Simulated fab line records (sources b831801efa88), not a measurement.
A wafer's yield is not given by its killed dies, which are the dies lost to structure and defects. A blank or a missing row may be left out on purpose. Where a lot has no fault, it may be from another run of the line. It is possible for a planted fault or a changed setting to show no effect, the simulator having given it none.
Comparing a struck lot with a sound one -- flow sky130 -- 17 steps out of a route of 708
Sound: the wafers L216.1, L216.2, L216.5. Struck: wafers L205.2, L205.4, L205.5. At the end, the cause is stated.
For every step that has rows: the tool of each side, followed by ch and its chambers, followed by its first start. Under that, the readings that differ: sound wafers -- struck wafers -- difference of the means -- sigmas: that difference in standard deviations of wafers without a fault.
alike: a reading whose means differ by less than 2 such deviations, as well as words and numbers matching on both sides. not compared: withheld readings; readings where some wafer has no value; bounds like >300 that might hide an equal value; numbers whose values overlap and for which the record gives no deviation.
Wherever a step has rows on one side only, a row that says differs or no value, or a row with sigmas, the two part there. When numbers do not overlap yet have no deviation, they are printed without sigmas and do not part them. A reading that every wafer of one side lacks parts them only if that side has two wafers or more.

SKY_LDD_P_OVL_MEAS_08:
  sound on overlay-02 at day 25 10:59; struck on overlay-02 at day 21 18:32
  alike: LDD_P_OVL
next, for these wafers, 1 step has no rows: SKY_LDD_P_IMPLANT_09.
SKY_LDD_P_STRIP_10: strips in O2/N2.
  sound on plasmaAsher-04 ch 0,1, day 25 11:10; struck on plasmaAsher-04 ch 0,1, day 21 18:43
reading,sound,struck,difference,sigmas
n2FlowSccm (sccm),299.2 299.3 298.4,301.3 300.2 300.9,+1.8,+2
  alike: drypumpMotorCurrentA, oesProductAu, stripTimeToEndpointS
  not compared: rfHoursCounterH
SKY_LDD_P_TW_MEAS_11:
  sound on filmMetro-03 at day 25 11:16; struck on filmMetro-01 at day 21 18:49
  alike: LDD_P_TW
then, 7 steps without rows for these wafers: SKY_LDD_HVN_DEHYDRATE_00 (time 60 s); SKY_LDD_HVN_HMDS_01 (prime time 60 s); SKY_LDD_HVN_COAT_02 (resist thk 300 nm); SKY_LDD_HVN_SOFTBAKE_03 (time 60 s); SKY_LDD_HVN_EXPOSE_04 (exposes mask HVNTM, target cd 700 nm); SKY_LDD_HVN_PEB_05; SKY_LDD_HVN_DEVELOP_06 (develop time 60 s).
SKY_LDD_HVN_OVL_MEAS_07:
  sound on overlay-01 at day 26 16:34; struck on overlay-02 at day 23 00:52
  alike: LDD_HVN_OVL
SKY_LDD_HVN_IMPLANT_08:
  sound on implanter-02 ch 0, day 26 16:37; struck on implanter-01 ch 0, day 23 00:55
reading,sound,struck,difference,sigmas
beamOnS (s),10.14 9.99 10.44,11.02 11.12 10.95,+0.84,+4
faradayCurrentUA,167 169 162,153 152 155,-13,-4
  alike: endStationPressureTorr
SKY_LDD_HVN_STRIP_09: strips in O2/N2.
  sound on plasmaAsher-03 ch 0,1, day 26 16:46; struck on plasmaAsher-04 ch 0,1, day 23 01:02
  alike: drypumpMotorCurrentA, n2FlowSccm, oesProductAu, stripTimeToEndpointS
  not compared: rfHoursCounterH
SKY_LDD_HVN_TW_MEAS_10:
  sound on filmMetro-02 at day 26 16:52; struck on filmMetro-01 at day 23 01:09
  alike: LDD_HVN_TW
then, 1 step without rows for these wafers: SKY_LDD_HVP_DEHYDRATE_00 (time 60 s).
-- the record jumps here: 25 days lie between the struck wafers' starts before and after (it left off in module LDD_HVP and takes up again in module PAD_OPEN, whose first step shown is number 708 of the route) --
SKY_PAD_OPEN_PROBE_99:
  sound on prober-02 at day 49 20:46; struck on prober-01 at day 47 22:56
reading,sound,struck,difference,sigmas
killedOpen,37 36 40,55 48 58,+16,+2
model.etest.tip_n_5v.rsOhmSq,1385 1388 1382,1276 1279 1277,-108,
  alike: killed_at_M0_to_M3, killed_at_M4_up, killedAtContacts, killedAtFrontEnd, killedAtOther, killedDies, killedShort

== WHERE THEY PART ==
Earliest at SKY_LDD_P_STRIP_10; latest, in this record, at SKY_PAD_OPEN_PROBE_99.

WHY: whatever the simulator had introduced
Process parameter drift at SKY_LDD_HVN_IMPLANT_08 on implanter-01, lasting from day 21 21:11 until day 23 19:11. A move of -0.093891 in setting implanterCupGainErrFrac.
